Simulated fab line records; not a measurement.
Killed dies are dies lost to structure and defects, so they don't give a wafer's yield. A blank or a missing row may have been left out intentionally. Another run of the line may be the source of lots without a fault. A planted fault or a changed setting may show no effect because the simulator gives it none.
Which tool did it? | flow sky130 | route of 708 steps, sampled at 1 step: 14 lots, 42 wafers

## WHAT THE GAUGES READ, wafer by wafer
The record holds no reading of a measuring or inspecting step that can be judged against a usual standard deviation.

## WHICH TOOL RAN EACH LOT (tool, then ch and the chambers of the sampled wafers, then the start)
lot  | SKY_FIELD_ISO_ETCH_15
L378 | rie_diel-02 ch 0,2,3, day 2 14:06
L379 | rie_diel-02 ch 0,1,2, day 2 21:12
L380 | rie_diel-02 ch 0,1,3, day 3 02:51
L381 | rie_diel-01 ch 0,1,2, day 3 06:30
L382 | rie_diel-04 ch 0,1,3, day 3 11:24
L383 | rie_diel-02 ch 0,2,3, day 3 18:51
L384 | rie_diel-02 ch 0,2,3, day 3 23:21
L385 | rie_diel-01 ch 0,1,2, day 4 04:39
L386 | rie_diel-02 ch 0,1, day 4 10:48
L387 | rie_diel-04 ch 1,2, day 4 15:33
L389 | rie_diel-02 ch 1,2, day 5 00:24
L390 | rie_diel-04 ch 0,1,3, day 5 07:03
L394 | rie_diel-02 ch 0,1,3, day 6 02:36
L395 | rie_diel-02 ch 0,1,2, day 6 09:45
- SKY_FIELD_ISO_ETCH_15: etches the open film in CHF3/O2, stops on Si, target depth 180 nm, time 72 s.

## AS READ BY THE TOOLS THEMSELVES (means over the sampled wafers that have a number; for cases with no such wafer, the mark the record gives instead)
SKY_FIELD_ISO_ETCH_15.
lot  | tool        | bias_w (W) | drypump_motor_current_A (A) | oes_product_au (a.u.) | throttle_valve_pct (%)
L378 | rie_diel-02 | 199.5      | 5.4                         | 0.944                 | 8.847
L379 | rie_diel-02 | 200.3      | 5.5                         | 0.951                 | 8.841
L380 | rie_diel-02 | 200.6      | 5.4                         | 0.948                 | 8.837
L381 | rie_diel-01 | 199.3      | 5.6                         | 0.941                 | 8.842
L382 | rie_diel-04 | 199.4      | 5.9                         | 0.941                 | 8.856
L383 | rie_diel-02 | 200.1      | 5.4                         | 0.951                 | 8.849
L384 | rie_diel-02 | 199.8      | 5.4                         | 0.944                 | 8.845
L385 | rie_diel-01 | 200.3      | 5.6                         | 0.935                 | 8.847
L386 | rie_diel-02 | 199.5      | 5.4                         | 0.944                 | 8.845
L387 | rie_diel-04 | 200.4      | 6.3                         | 0.934                 | 8.853
L389 | rie_diel-02 | 200.1      | 5.7                         | 0.940                 | 8.849
L390 | rie_diel-04 | 200.0      | 5.9                         | 0.938                 | 8.853
L394 | rie_diel-02 | 191.5      | 5.4                         | 0.953                 | 8.837
L395 | rie_diel-02 | 190.8      | 5.5                         | 0.947                 | 8.842

## THE ANSWER, worked out from the rows above alone
Rule: what is usual is taken from the lots themselves. The widest of any qualifying gaps counts: lots, ordered by their means at a reading, are off when they make up no more than a third of the lots, leave a main group of 4 or more, and stand apart from it by 3 or more times the standard deviation of that group's means. If all means in a main group match to the digits the tables above print for the reading, that group is not used. Also off: a lot with no number at a reading for which 4 or more lots have one. Any other lot the step has rows for is counted as sound. Order of review: gauges by route order, followed by the tools' own readings, for which a lot's mean as printed above is used. The first step at which some lot is off is used, and at that step the reading that is off furthest; a lot without a number counts as furthest.
Off: L394, L395 (SKY_FIELD_ISO_ETCH_15, bias_w). Mean 199.9 W and standard deviation 0.42 in the main group.
If a tool, at that step or one of the process steps before it, ran each lot that is off and ran no sound lot following the first of them, it fits. One fits: SKY_FIELD_ISO_ETCH_15 on rie_diel-02. A fault onset in the window from L389 (day 5 00:24, its last sound lot) to L394 (day 6 02:36, its first lot off) fits.
On the lots that are off, the tool's own readings at SKY_FIELD_ISO_ETCH_15 differ by more than 5 times the standard deviation of the sound lots' means, which bears it out; bias_w reads 191.2 W there versus 199.9 W on the sound lots.

## WHAT HAD BEEN PUT IN BY THE SIMULATOR
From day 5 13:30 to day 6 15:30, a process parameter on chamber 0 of rie_diel-02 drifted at SKY_FIELD_ISO_ETCH_15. Setting bias_w, moved by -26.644, from 200. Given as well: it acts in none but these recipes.
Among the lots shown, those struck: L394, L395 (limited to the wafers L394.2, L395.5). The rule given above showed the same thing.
